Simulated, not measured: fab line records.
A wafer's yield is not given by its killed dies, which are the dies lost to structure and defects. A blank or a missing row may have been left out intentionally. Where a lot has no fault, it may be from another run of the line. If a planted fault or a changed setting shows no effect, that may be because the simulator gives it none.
What tool caused it? | flow gf180mcu | 14 lots, 42 wafers sampled, at 2 steps of a route of 602

## WHAT THE GAUGES READ, wafer by wafer
GF_TOP_METAL_CD_MEAS_14: the cd target is 440 nm.
lot  | measured     | on        | cd nm (nm)
L205 | day 30 06:02 | cd sem-02 | 439.5 440.4 440.3
L206 | day 30 17:51 | cd sem-01 | 440.4 440.6 440.6
L207 | day 30 21:49 | cd sem-01 | 449.1 446.6 446.6
L208 | day 31 06:07 | cd sem-02 | 442.3 444.0 441.0
L210 | day 31 19:01 | cd sem-02 | 439.7 438.7 439.5
L216 | day 33 09:46 | cd sem-02 | 438.0 439.8 440.9
L218 | day 33 18:08 | cd sem-01 | 440.5 438.7 441.1
L219 | day 34 02:41 | cd sem-01 | 434.9 435.0 435.1
L220 | day 34 05:59 | cd sem-02 | 442.1 441.4 441.3
L221 | day 34 10:12 | cd sem-01 | 440.7 438.8 440.0
L223 | day 34 19:43 | cd sem-02 | 439.8 440.1 441.0
L226 | day 35 11:55 | cd sem-02 | 441.9 440.9 443.5
L227 | day 35 17:49 | cd sem-02 | 439.5 440.6 441.9
L228 | day 35 21:09 | cd sem-01 | 438.4 440.3 438.4

GF_PASSIVATION_THK_MEAS_01.
lot  | measured     | on            | PASSIVATION_CVD_00_THK (nm)
L205 | day 30 06:59 | film metro-04 | 974 997 1017
L206 | day 30 18:49 | film metro-02 | 1008 1018 1021
L207 | day 30 22:50 | film metro-02 | 1006 1021 1002
L208 | day 31 07:04 | film metro-04 | 988 1005 1030
L210 | day 31 19:59 | film metro-02 | 1019 999 1027
L216 | day 33 10:55 | film metro-03 | 994 1020 1006
L218 | day 33 19:05 | film metro-03 | 1014 984 993
L219 | day 34 03:38 | film metro-02 | 1018 1018 1036
L220 | day 34 06:56 | film metro-03 | 995 1003 1023
L221 | day 34 11:08 | film metro-03 | 1019 1022 1018
L223 | day 34 20:41 | film metro-02 | 1022 1022 1029
L226 | day 35 13:04 | film metro-02 | 985 992 1009
L227 | day 35 18:47 | film metro-03 | 968 1005 997
L228 | day 35 22:08 | film metro-04 | 1022 1019 1011

## TOOL THAT RAN EACH LOT (tool first, then ch and the chambers of the sampled wafers, then the start)
Record: no process step prior to these readings.

## AS READ BY THE TOOLS THEMSELVES (means over the sampled wafers that have a number; for cases with no such wafer, the mark the record gives instead)
The record holds no such reading with a usual standard deviation.

## THE ANSWER, worked out from the rows above alone
Rule: usual is defined by the lots themselves. Put in order of their means at a reading, lots are off if they are a third of the lots or fewer, leave a main group of 4 or more, and stand apart from it by a gap of 3 or more times the standard deviation of the main group's means; of several such gaps the widest counts. The tables above print the reading to a certain number of digits; a main group whose means all agree to those digits is not used. A lot without any number at a reading at which 4 lots or more have one is off too. All remaining lots with rows at the step are treated as sound. The gauges are gone through in route order, then the tools' own readings, and for those a lot's mean is taken as printed above. The first step at which some lot is off is used, and at that step the reading that is off furthest; a lot without a number counts as furthest.
Across all readings shown, no lot is off: no conclusion can be drawn from this.

## WHAT WAS PUT IN BY THE SIMULATOR
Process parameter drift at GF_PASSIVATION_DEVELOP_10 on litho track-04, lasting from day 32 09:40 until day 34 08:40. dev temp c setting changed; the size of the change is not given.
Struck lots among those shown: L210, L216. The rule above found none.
